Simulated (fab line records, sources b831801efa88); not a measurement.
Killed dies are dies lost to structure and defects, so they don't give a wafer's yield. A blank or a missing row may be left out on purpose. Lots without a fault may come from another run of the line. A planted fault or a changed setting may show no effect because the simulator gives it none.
fab line records | flow sfq_line
record lots=6 wafers=18 last_day=83
route steps=325 shown M1@65 I1@73
lots that met no fault: from a run of the same line without faults
start_h: hours from the record's first day to the start of the lot's first wafer shown | wait_h: hours since the lot's step before | " the same as in the row above | L1.1+2: a row that stands for several wafers | - no value, or no start given | * or withheld: withheld | < > ~ a bound
route shown NAME@n: a module of which the file shows steps, and the number in the route of the first | usual: mean/standard deviation of fault-free wafers | same: alike in all rows | chamber/n: place in a boat | sites: the reading at each site | _std_site: their standard deviation | _edge_site: outer sites' mean less inner sites' | radius_mm: how far each site lies from the wafer's centre | mask NAME#n: copy n | behind: the tool/chamber that last shaped the wafer | hold: why the lot was held/for how many hours/how that ended | device: the transistor (n, p or np) that didn't switch | end of line: the same wafers' tests at the end of the route | a step without rows: its recipe alone | killed: dies lost to structure and defects at the first sort, not the wafer's yield | map: a wafer's dies, x killed, . not, _ none there
set.NAME: the setting as run; set.NAME@STEP: as run at that earlier step | model.NAME: the simulator's own value behind a step, which no gauge read
lots at some steps of the route; a table a step, a row a wafer
services: from which hour (start_h, from the record's first day; less than 0 if before it) a tool's chamber was out of use, for how many hours, and why
## steps
# step SFQ_TRILAYER_M1_LITHO_EXPOSE_040
# recipe mask_id=M1 na=0.6 source_shape=conventional sigma_outer=0.65 target_cd_nm=500 dose_mj=14.4
# step SFQ_TRILAYER_M1_LITHO_PEB_042
# recipe peb_temp_c=115 peb_time_s=60 resist=KrF
# step SFQ_TRILAYER_M1_LITHO_DEVELOP_041
# recipe time_s=60 resist=KrF
# step SFQ_M1_OVL_MEAS_911
# usual M1_OVL=0/4.8
# columns lot.wafer tool chamber start_h wait_h M1_OVL[nm]
L658.2 overlay-02 - 372.00 0.1 -5
L658.5 " - " " -3
L658.6 " - " " -5
L661.1 overlay-01 - 416.02 0.1 -3
L661.4 " - " " 1
L661.6 " - " " -4
L673.1 overlay-01 - 663.93 0.1 -3
L673.3 " - " " -8
L673.5 " - " " -6
L675.1 overlay-01 - 673.53 0.1 8
L675.4 " - " " 7
L675.6 " - " " 3
L677.1 overlay-02 - 700.52 0.1 -3
L677.4 " - " " -3
L677.5 " - " " -4
L679.2 overlay-01 - 718.52 0.1 0
L679.5 " - " " 3
L679.6 " - " " -5
# step SFQ_TRILAYER_M1_BARC_OPEN_METAL_ETCH_054
# recipe mask_material=PR chemistry=O2 target_depth_nm=125 target=BARC icp_w=600 bias_w=80 pressure_mtorr=10 time_s=41.7
# usual drypump_motor_current_A=5.9/0.5 oes_product_au=0.684/0.0046
# columns lot.wafer tool chamber start_h wait_h drypump_motor_current_A oes_product_au rf_hours_counter_h
L658.2 rie_metal-01 0 372.05 0.0 5.8 0.690 -
L658.5 " 0 " " 5.8 0.682 -
L658.6 " 0 " " 5.9 0.687 -
L661.1 rie_metal-03 1 416.05 0.0 6.4 0.687 15
L661.4 " 0 " " 6.3 0.680 -
L661.6 " 1 " " 6.4 0.683 -
L673.1 rie_metal-01 0 663.97 0.0 5.8 0.673 11
L673.3 " 1 " " 6.1 0.678 -
L673.5 " 0 " " 5.8 0.678 -
L675.1 rie_metal-02 1 673.57 0.0 6.0 0.681 9
L675.4 " 1 " " 6.0 0.685 -
L675.6 " 0 " " 4.8 0.679 -
L677.1 rie_metal-01 0 700.55 0.0 5.8 0.677 15
L677.4 " 1 " " 6.1 0.682 -
L677.5 " 1 " " 6.1 0.689 -
L679.2 rie_metal-01 0 718.55 0.0 5.8 0.688 18
L679.5 " 0 " " 5.8 0.691 -
L679.6 " 1 " " 6.1 0.689 -
# step SFQ_TRILAYER_M1_ETCH_METAL_ETCH_042
# recipe target=Nb stop_on=SiO2 mask_material=PR chemistry=Cl2/Ar target_depth_nm=240 icp_w=600 bias_w=80 pressure_mtorr=10 time_s=120
# usual drypump_motor_current_A=5.9/0.5 oes_product_au=0.895/0.0069
# columns lot.wafer tool chamber start_h wait_h drypump_motor_current_A oes_product_au rf_hours_counter_h
L658.2 rie_metal-01 0 372.19 0.1 5.9 0.899 -
L658.5 " 0 " " 5.9 0.894 -
L658.6 " 0 " " 5.8 0.899 -
L661.1 rie_metal-03 1 416.11 0.0 6.4 0.888 15
L661.4 " 0 " " 6.3 0.894 -
L661.6 " 1 " " 6.4 0.897 -
L673.1 rie_metal-01 0 664.03 0.0 5.9 0.896 11
L673.3 " 1 " " 6.0 0.902 -
L673.5 " 0 " " 5.8 0.893 -
L675.1 rie_metal-02 1 673.63 0.0 6.0 0.900 9
L675.4 " 1 " " 6.0 0.887 -
L675.6 " 0 " " 4.8 0.890 -
L677.1 rie_metal-01 0 700.61 0.0 5.9 0.902 16
L677.4 " 1 " " 6.1 0.898 -
L677.5 " 1 " " 6.0 0.893 -
L679.2 rie_metal-01 0 718.61 0.0 5.9 0.896 18
L679.5 " 0 " " 5.9 0.899 -
L679.6 " 1 " " 6.0 0.896 -
# step SFQ_TRILAYER_M1_STRIP_STRIP_043
# recipe gas=O2 power_w=200 platen_temp_c=40 overash_fraction=0.65 chemistry=O2 pressure_mtorr=50
# step SFQ_TRILAYER_M1_STRIP_SOLV_CLEAN_044
# recipe chemistry=NMP temp_c=70 time_s=600
# step SFQ_TRILAYER_I1_DEP_PECVD_045
# recipe material=SiO2 temp_c=150 time_s=111.11 pressure_torr=2.4 rf_w=183.3 precursor=SiH4/N2O target_thk_nm=500
# usual chamber_pressure_Torr=2.399/0.0057 heater_power_w=82/8.9 throttle_valve_pct=24.3/1.2
# columns lot.wafer tool chamber start_h wait_h chamber_pressure_Torr heater_power_w throttle_valve_pct
L658.2 pecvd-01 1 373.77 0.0 2.409 92 24.5
L658.5 " 0 " " 2.399 91 23.6
L658.6 " 1 " " 2.402 78 25.1
L661.1 pecvd-01 2 417.01 0.0 2.395 84 23.4
L661.4 " 2 " " 2.400 66 23.4
L661.6 " 0 " " 2.417 90 24.0
L673.1 pecvd-03 1 664.93 0.0 2.395 89 25.3
L673.3 " 0 " " 2.399 61 23.7
L673.5 " 1 " " 2.403 79 25.7
L675.1 pecvd-02 2 674.55 0.0 2.389 77 22.9
L675.4 " 1 " " 2.400 87 23.7
L675.6 " 0 " " 2.393 76 22.6
L677.1 pecvd-01 0 701.51 0.0 2.394 90 24.6
L677.4 " 2 " " 2.400 71 24.1
L677.5 " 1 " " 2.402 85 25.5
L679.2 pecvd-02 1 719.51 0.0 2.398 90 24.1
L679.5 " 2 " " 2.399 87 22.8
L679.6 " 0 " " 2.395 72 22.8
# step SFQ_TRILAYER_I1_CMP_CMP_046
# recipe material=SiO2 down_force_psi=3 platen_rpm=60 pad_velocity_m_s=0.94248
# step SFQ_I1_BOW_MEAS_912
# recipe mode=bow
# usual I1_BOW=4/7.4
# columns lot.wafer tool chamber start_h wait_h I1_BOW[um]
L658.2 film_metro-04 - 376.87 1.5 -7
L658.5 " - " " 1
L658.6 " - " " -1
L661.1 film_metro-04 - 420.09 2.0 19
L661.4 " - " " 2
L661.6 " - " " 4
L673.1 film_metro-04 - 668.05 1.0 -8
L673.3 " - " " -11
L673.5 " - " " -5
L675.1 film_metro-01 - 677.62 1.5 10
L675.4 " - " " 14
L675.6 " - " " 4
L677.1 film_metro-03 - 704.59 2.0 -8
L677.4 " - " " -1
L677.5 " - " " 7
L679.2 film_metro-04 - 722.61 2.0 3
L679.5 " - " " 1
L679.6 " - " " 7
# step SFQ_TRILAYER_I1_METRO_MEASURE_047
# usual thk_nm=200.1/1.2
# columns lot.wafer tool chamber start_h wait_h thk_nm
L658.2 film_metro-04 - 377.17 0.3 198.5
L658.5 " - " " 198.3
L658.6 " - " " 200.7
L661.1 film_metro-04 - 420.21 0.1 200.1
L661.4 " - " " 198.9
L661.6 " - " " 198.6
L673.1 film_metro-04 - 668.17 0.1 200.0
L673.3 " - " " 199.1
L673.5 " - " " 199.1
L675.1 film_metro-01 - 677.74 0.1 198.3
L675.4 " - " " 198.8
L675.6 " - " " 200.0
L677.1 film_metro-03 - 704.71 0.1 199.6
L677.4 " - " " 201.9
L677.5 " - " " 200.1
L679.2 film_metro-04 - 722.91 0.3 200.6
L679.5 " - " " 198.5
L679.6 " - " " 201.4
# step SFQ_TRILAYER_I1_VIA_LITHO_COAT_054
# recipe resist=BARC spin_rpm=3000 resist_thk_nm=62
# columns lot.wafer tool chamber start_h wait_h model.BARC_of_TRILAYER_I1_VIA_LITHO_COAT_054.thk_nm
L658.2 litho_track-03 0 378.22 0.8 61.93
L658.5 " 0 " " 61.95
L658.6 " 0 " " 61.98
L661.1 litho_track-02 0 421.41 1.0 62.06
L661.4 " 0 " " 62.01
L661.6 " 0 " " 62.05
L673.1 litho_track-03 0 669.37 1.0 63.62
L673.3 " 0 " " 63.61
L673.5 " 0 " " 62.1
L675.1 litho_track-03 0 678.94 1.0 63.98
L675.4 " 0 " " 63.78
L675.6 " 0 " " 62.18
L677.1 litho_track-02 0 705.91 1.0 61.89
L677.4 " 0 " " 62.28
L677.5 " 0 " " 61.8
L679.2 litho_track-02 0 723.96 0.8 61.78
L679.5 " 0 " " 61.86
L679.6 " 0 " " 61.87
# step SFQ_TRILAYER_I1_VIA_LITHO_COAT_049
# recipe resist=KrF spin_rpm=3000 resist_thk_nm=650
# step SFQ_TRILAYER_I1_VIA_LITHO_SOFTBAKE_053
# recipe temp_c=withheld time_s=withheld resist=KrF
# step SFQ_TRILAYER_I1_VIA_LITHO_EXPOSE_050
# recipe mask_id=I1 na=0.6 source_shape=conventional sigma_outer=0.65 target_cd_nm=500 dose_mj=21.3
# step SFQ_TRILAYER_I1_VIA_LITHO_PEB_052
# recipe peb_temp_c=115 peb_time_s=60 resist=KrF
# step SFQ_TRILAYER_I1_VIA_LITHO_DEVELOP_051
# recipe time_s=60 resist=KrF
# step SFQ_I1_OVL_MEAS_913
# usual I1_OVL=-1/4.5
# columns lot.wafer tool chamber start_h wait_h I1_OVL[nm]
L658.2 overlay-02 - 525.48 0.1 4
L658.5 " - " " 5
L658.6 " - " " 1
L661.1 overlay-02 - 563.88 0.1 2
L661.4 " - " " 5
L661.6 " - " " 4
L673.1 overlay-02 - 827.65 0.1 -5
L673.3 " - " " -3
L673.5 " - " " -4
L675.1 overlay-01 - 837.38 0.1 -7
L675.4 " - " " -3
L675.6 " - " " -9
L677.1 overlay-01 - 864.98 0.1 -2
L677.4 " - " " -1
L677.5 " - " " -1
L679.2 overlay-02 - 878.18 0.1 6
L679.5 " - " " 2
L679.6 " - " " 6
# step SFQ_TRILAYER_I1_VIA_BARC_OPEN_VIA_ETCH_071
# recipe mask_material=PR chemistry=O2 target_depth_nm=125 target=BARC source_w=500 bias_w=80 pressure_mtorr=30 time_s=41.7
# usual drypump_motor_current_A=5.8/0.38 oes_product_au=0.685/0.0049
# columns lot.wafer tool chamber start_h wait_h drypump_motor_current_A oes_product_au rf_hours_counter_h model.etch.depth_nm
L658.2 rie_diel-04 3 525.51 0.0 5.6 0.680 7 61.93
L658.5 " 1 " " 6.3 0.692 - 61.95
L658.6 " 2 " " 6.2 0.686 - 61.98
L661.1 rie_diel-01 2 563.91 0.0 5.3 0.675 50 62.06
L661.4 " 3 " " 6.3 0.691 2 62.01
L661.6 " 0 " " 5.4 0.688 - 62.05
L673.1 rie_diel-03 1 827.69 0.0 5.6 0.696 4 63.62
L673.3 " 2 " " 6.1 0.687 5 63.61
L673.5 " 2 " " 6.1 0.683 - 62.1
L675.1 rie_diel-04 3 837.41 0.0 5.6 0.691 11 63.98
L675.4 " 1 " " 6.2 0.699 - 63.78
L675.6 " 2 " " 6.2 0.685 - 62.18
L677.1 rie_diel-04 0 865.01 0.0 5.4 0.690 10 61.89
L677.4 " 3 " " 5.6 0.689 11 62.28
L677.5 " 2 " " 6.2 0.682 - 61.8
L679.2 rie_diel-04 0 878.21 0.0 5.4 0.692 11 61.78
L679.5 " 2 " " 6.2 0.681 - 61.86
L679.6 " 3 " " 5.6 0.685 - 61.87
# step SFQ_TRILAYER_I1_VIA_ETCH_VIA_ETCH_052
# recipe target=SiO2 stop_on=Nb mask_material=PR taper_deg=20 chemistry=CHF3 target_depth_nm=260 source_w=500 bias_w=80 pressure_mtorr=30 time_s=withheld
# usual drypump_motor_current_A=5.8/0.39 oes_product_au=0.855/0.0049
# columns lot.wafer tool chamber start_h wait_h drypump_motor_current_A oes_product_au
L658.2 rie_diel-04 3 525.55 0.0 5.6 0.853
L658.5 " 1 " " 6.3 0.852
L658.6 " 2 " " 6.2 0.851
L661.1 rie_diel-01 2 563.95 0.0 5.3 0.853
L661.4 " 3 " " 6.2 0.855
L661.6 " 0 " " 5.5 0.852
L673.1 rie_diel-03 1 827.73 0.0 5.6 0.846
L673.3 " 2 " " 6.1 0.850
L673.5 " 2 " " 6.1 0.854
L675.1 rie_diel-04 3 837.45 0.0 5.6 0.844
L675.4 " 1 " " 6.3 0.851
L675.6 " 2 " " 6.2 0.849
L677.1 rie_diel-04 0 865.05 0.0 5.5 0.845
L677.4 " 3 " " 5.6 0.860
L677.5 " 2 " " 6.2 0.851
L679.2 rie_diel-04 0 878.25 0.0 5.4 0.851
L679.5 " 2 " " 6.2 0.847
L679.6 " 3 " " 5.6 0.865
## services
# columns tool chamber start_h hours kind
rie_metal-01 0 390.42 6.4 repair
rie_metal-01 - 392.58 1.4 pm
film_metro-04 - 396.44 5.1 pm
rie_diel-04 0 413.14 8.2 repair
rie_diel-04 2 419.55 2.5 repair
film_metro-04 - 425.30 6.1 pm
film_metro-04 - 434.16 2.0 pm
film_metro-04 - 475.79 0.8 pm
rie_diel-04 3 477.91 2.5 repair
film_metro-04 - 481.57 1.3 repair
rie_diel-04 - 487.50 0.3 repair
film_metro-04 - 497.13 0.6 pm
rie_diel-04 2 533.77 4.6 repair
rie_diel-04 3 534.09 6.8 repair
film_metro-04 - 561.66 0.5 pm
rie_metal-01 1 577.41 1.2 repair
rie_diel-04 - 579.75 0.6 repair
rie_diel-04 - 700.05 14.6 pm
film_metro-04 - 720.79 0.9 pm
rie_metal-01 1 745.96 3.2 repair
rie_diel-04 0 760.55 9.2 repair
rie_diel-04 1 783.60 10.7 repair
rie_metal-01 1 784.84 14.5 repair
rie_diel-04 0 825.81 17.3 repair
## key
first_sign none at tools or gauges
model_effect step=SFQ_TRILAYER_I1_VIA_LITHO_COAT_054 value=BARC_of_TRILAYER_I1_VIA_LITHO_COAT_054.thk_nm without=62.13 struck=63.74
model_effect step=SFQ_TRILAYER_I1_VIA_BARC_OPEN_VIA_ETCH_071 value=etch.depth_nm without=62.13 struck=63.74
met_at SFQ_TRILAYER_I1_VIA_LITHO_COAT_054
struck_wafers L673.1,L673.3,L675.1,L675.4
onset_between 378.22 669.37
fault kind=process_parameter_drift tool=litho_track-03 chamber=- onset_h=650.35 steps=SFQ_TRILAYER_I1_VIA_LITHO_COAT_054 channel=resist_thk_nm offset=1.6155 shape=step end_h=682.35 scope=struck_wafers_only acts_in=these_recipes_only stated=62
